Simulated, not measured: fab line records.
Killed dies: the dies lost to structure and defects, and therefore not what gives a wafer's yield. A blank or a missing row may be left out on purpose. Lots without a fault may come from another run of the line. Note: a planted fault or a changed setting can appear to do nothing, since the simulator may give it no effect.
Split-lot study -- flow sfq_line -- 5 lots, 23 wafers read, on a route of 325 steps

== THE SPLIT ITSELF ==
At SFQ_TRILAYER_R5_BARC_OPEN_METAL_ETCH_177 (etches BARC in O2, target depth 125 nm, time 41.7 s), the setting time_s was moved away from the recipe's 41.7 s on 5 of the 23 wafers read, by +9.5% to +12.3%. This setting was run at the recipe's value on the other wafers.

The split's own step is where the reading is taken.

== THE READING ==
oes_product_au, in a.u., at SFQ_TRILAYER_R5_BARC_OPEN_METAL_ETCH_177 (etches BARC in O2, target depth 125 nm, time 41.7 s). Fault-free wafers of this fab line usually give 0.685 a.u., standard deviation 0.0044 a.u.

wafer,"tool, chamber at the split","time_s as run, s",against the recipe,"oes_product_au, a.u.",against lot-mates on the recipe
L074.1,"rie_metal-02, 0",41.7,recipe,0.684,-
L074.2,"rie_metal-02, 1",41.7,recipe,0.683,-
L074.3,"rie_metal-02, 1",41.7,recipe,0.686,-
L074.5,"rie_metal-02, 0",41.7,recipe,0.687,-
L074.6,"rie_metal-02, 1",41.7,recipe,0.680,-
L075.1,"rie_metal-02, 1",41.7,recipe,0.685,-
L075.2,"rie_metal-02, 0",41.7,recipe,0.690,-
L075.3,"rie_metal-02, 1",41.7,recipe,0.680,-
L075.5,"rie_metal-02, 1",45.65,+9.5%,0.679,-0.006
L075.6,"rie_metal-02, 0",45.65,+9.5%,0.674,-0.011
L078.1,"rie_metal-02, 1",41.7,recipe,0.686,-
L078.2,"rie_metal-02, 0",41.7,recipe,0.682,-
L078.3,"rie_metal-02, 1",41.7,recipe,0.682,-
L078.4,"rie_metal-02, 0",41.7,recipe,0.690,-
L078.5,"rie_metal-02, 0",41.7,recipe,0.684,-
L079.2,"rie_metal-03, 1",41.7,recipe,0.686,-
L079.4,"rie_metal-03, 0",41.7,recipe,0.683,-
L079.6,"rie_metal-03, 1",41.7,recipe,0.682,-
L082.2,"rie_metal-04, 0",41.7,recipe,0.689,-
L082.3,"rie_metal-04, 1",46.82,+12.3%,0.670,-0.020
L082.4,"rie_metal-04, 0",46.82,+12.3%,0.674,-0.016
L082.5,"rie_metal-04, 0",46.82,+12.3%,0.671,-0.019
L082.6,"rie_metal-04, 1",41.7,recipe,0.691,-

THE FIT
A straight line over all 23 wafers: oes_product_au changes by -0.00104 a.u. for each +1% of time_s; r = -0.84; the points scatter about the line by 0.0032 a.u.
The same after taking each lot's own level away (the mean of its wafers on the recipe; 23 wafers): -0.00133 a.u. for each +1%; r = -0.90; scatter 0.0031 a.u.
The reading moves by 0.016 a.u. for the largest change in time_s, on that fit.
The lots' own levels span 0.6837 to 0.6900 a.u., that is 1.4 times the standard deviation above.
Thus the slope moves with the lot-to-lot level: the two fits are different.
Check: with one of the wafers moved furthest among these (+12.3%) left out of the fit, the line predicts -0.0151 a.u. for it against its lot-mates. Against them it came out at -0.02 a.u.
Tool readings at the split's step, against how far the setting was moved: oes_product_au r = -0.84.

== THE OTHER SPLITS THESE WAFERS WENT THROUGH ==
These wafers also went through other splits before the reading. Each is held against what the fit with the lots' levels taken away leaves over:
other split on the same wafers,wafers away from the commonest value,r with oes_product_au (lot level and that fit taken away)
SFQ_TRILAYER_M5_LITHO_PEB_126 peb_temp_c,10,-0.10
SFQ_TRILAYER_A5B_DEP_PECVD_129 time_s,11,-0.22
SFQ_TRILAYER_R5_DEP_SPUTTER_133 time_s,8,-0.33

== FILE'S OWN FIT ==
oes_product_au changes by -0.00129 a.u. for each +1% of time_s, r = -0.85.
